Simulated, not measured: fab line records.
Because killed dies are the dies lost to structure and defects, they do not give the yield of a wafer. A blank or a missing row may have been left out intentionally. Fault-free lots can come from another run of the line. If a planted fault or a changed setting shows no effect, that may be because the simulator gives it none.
Which tool did it?	flow gf180mcu	72 wafers from 24 lots sampled at 3 of the route's 602 steps

## WHAT EACH GAUGE READ, for each wafer
GF_V1_CD_MEAS_14 targets a cd of 260 nm.
lot	measured	on	cd nm (nm)
L074	day 18 09:11	cd sem-02	260.7 261.2 262.2
L075	day 19 02:38	cd sem-02	262.1 261.8 261.7
L076	day 19 04:44	cd sem-01	260.2 258.5 259.7
L077	day 19 10:30	cd sem-02	260.0 260.2 259.1
L078	day 19 20:59	cd sem-01	260.0 259.3 260.1
L079	day 20 05:59	cd sem-01	259.8 260.2 260.8
L080	day 20 21:58	cd sem-01	259.4 260.0 260.2
L081	day 21 09:52	cd sem-01	259.7 261.0 259.9
L082	day 21 12:28	cd sem-01	260.9 259.4 260.5
L083	day 21 20:47	cd sem-02	261.4 260.5 261.3
L084	day 21 20:49	cd sem-01	259.8 259.5 260.3
L085	day 22 11:15	cd sem-02	259.0 258.5 259.7
L086	day 22 15:14	cd sem-02	258.7 258.1 259.4
L087	day 23 03:31	cd sem-01	260.2 261.8 261.8
L088	day 23 08:50	cd sem-01	260.2 259.5 259.8
L089	day 23 14:44	cd sem-01	259.7 260.2 260.0
L090	day 24 01:41	cd sem-02	257.8 256.8 259.1
L091	day 24 10:31	cd sem-02	261.9 261.9 262.8
L092	day 24 18:32	cd sem-02	259.4 258.6 258.4
L093	day 24 23:38	cd sem-02	260.0 261.6 261.3
L094	day 25 04:39	cd sem-01	261.3 261.5 260.6
L095	day 25 13:07	cd sem-01	260.4 261.8 261.3
L096	day 25 18:22	cd sem-01	258.2 258.9 257.7
L097	day 26 00:58	cd sem-01	261.5 261.9 262.1

GF_M3_OVL_MEAS_15.
lot	measured	on	M3_OVL (nm)
L074	day 21 15:41	overlay-01	-12 -15 -1
L075	day 22 07:30	overlay-02	-7 -9 -6
L076	day 22 09:45	overlay-01	-5 2 -8
L077	day 22 15:35	overlay-02	-10 -5 -10
L078	day 23 02:29	overlay-01	1 8 -7
L079	day 23 09:23	overlay-02	-6 -4 4
L080	day 24 01:24	overlay-01	-5 2 4
L081	day 24 11:36	overlay-01	-2 -8 -9
L082	day 24 14:11	overlay-01	-15 -7 -6
L083	day 24 22:48	overlay-01	-11 -8 -10
L084	day 24 22:17	overlay-02	-8 -13 -4
L085	day 25 11:01	overlay-01	-8 -2 -11
L086	day 25 15:20	overlay-01	-11 -5 -11
L087	day 26 01:27	overlay-01	-14 -17 -14
L088	day 26 07:17	overlay-01	-13 -8 -14
L089	day 26 12:38	overlay-02	4 -1 -3
L090	day 26 22:26	overlay-01	4 -1 4
L091	day 27 05:50	overlay-02	-13 -1 -7
L092	day 27 14:33	overlay-01	-15 -14 -4
L093	day 27 21:26	overlay-02	-6 -13 -15
L094	day 27 23:44	overlay-01	-7 -11 -14
L095	day 28 05:55	overlay-02	-12 -6 -16
L096	day 28 11:20	overlay-01	-6 -11 -9
L097	day 28 17:29	overlay-02	0 -4 3

## TOOL THAT RAN EACH LOT (tool first, then ch and the chambers of the sampled wafers, then the start)
lot	GF_M1_SPUTTER_01
L074	pvd sputter-04, day 16 09:16
L075	pvd sputter-04, day 17 01:32
L076	pvd sputter-03, day 17 04:16
L077	pvd sputter-03, day 17 10:19
L078	pvd sputter-01, day 17 19:20
L079	pvd sputter-04, day 18 03:05
L080	pvd sputter-03, day 18 19:20
L081	pvd sputter-03, day 19 07:14
L082	pvd sputter-03, day 19 11:25
L083	pvd sputter-04, day 19 17:39
L084	pvd sputter-04, day 19 19:22
L085	pvd sputter-03, day 20 08:35
L086	pvd sputter-04, day 20 14:12
L087	pvd sputter-01, day 21 03:04
L088	pvd sputter-03, day 21 09:08
L089	pvd sputter-04, day 21 14:43
L090	pvd sputter-03, day 22 02:25
L091	pvd sputter-04, day 22 11:23
L092	pvd sputter-04, day 22 19:27
L093	pvd sputter-01, day 23 00:59
L094	pvd sputter-03, day 23 06:08
L095	pvd sputter-04, day 23 16:07
L096	pvd sputter-04, day 23 20:48
L097	pvd sputter-01, day 24 03:37
- GF_M1_SPUTTER_01: material TiN, target thk 30 nm, time 25 s.

## AS READ BY THE TOOLS THEMSELVES (means over the sampled wafers that have a number; for cases with no such wafer, the mark the record gives instead)
GF_M1_SPUTTER_01.
lot	tool	throttle valve pct (%)
L074	pvd sputter-04	30.2
L075	pvd sputter-04	30.1
L076	pvd sputter-03	29.1
L077	pvd sputter-03	30.6
L078	pvd sputter-01	28.7
L079	pvd sputter-04	30.1
L080	pvd sputter-03	28.8
L081	pvd sputter-03	29.4
L082	pvd sputter-03	29.4
L083	pvd sputter-04	29.7
L084	pvd sputter-04	30.0
L085	pvd sputter-03	28.9
L086	pvd sputter-04	30.1
L087	pvd sputter-01	29.7
L088	pvd sputter-03	28.6
L089	pvd sputter-04	30.4
L090	pvd sputter-03	29.8
L091	pvd sputter-04	30.3
L092	pvd sputter-04	30.2
L093	pvd sputter-01	29.4
L094	pvd sputter-03	30.2
L095	pvd sputter-04	30.1
L096	pvd sputter-04	30.3
L097	pvd sputter-01	29.8

## THE ANSWER, worked out from the rows above alone
Rule: usual is defined by the lots themselves. Put in order of their means at a reading, lots are off if they are a third of the lots or fewer, leave a main group of 4 or more, and stand apart from it by a gap of 3 or more times the standard deviation of the main group's means; of several such gaps the widest counts. If all means in a main group match to the digits the tables above print for the reading, that group is not used. Also off: a lot with no number at a reading for which 4 or more lots have one. Any other lot the step has rows for is counted as sound. The gauges are gone through in route order, then the tools' own readings, and for those a lot's mean is taken as printed above. At the first step where some lot is off, the reading lying furthest off is the one used; lots without a number count as furthest.
No lot is off at any reading shown: from this, nothing can be told.

## WHAT WAS PUT IN BY THE SIMULATOR
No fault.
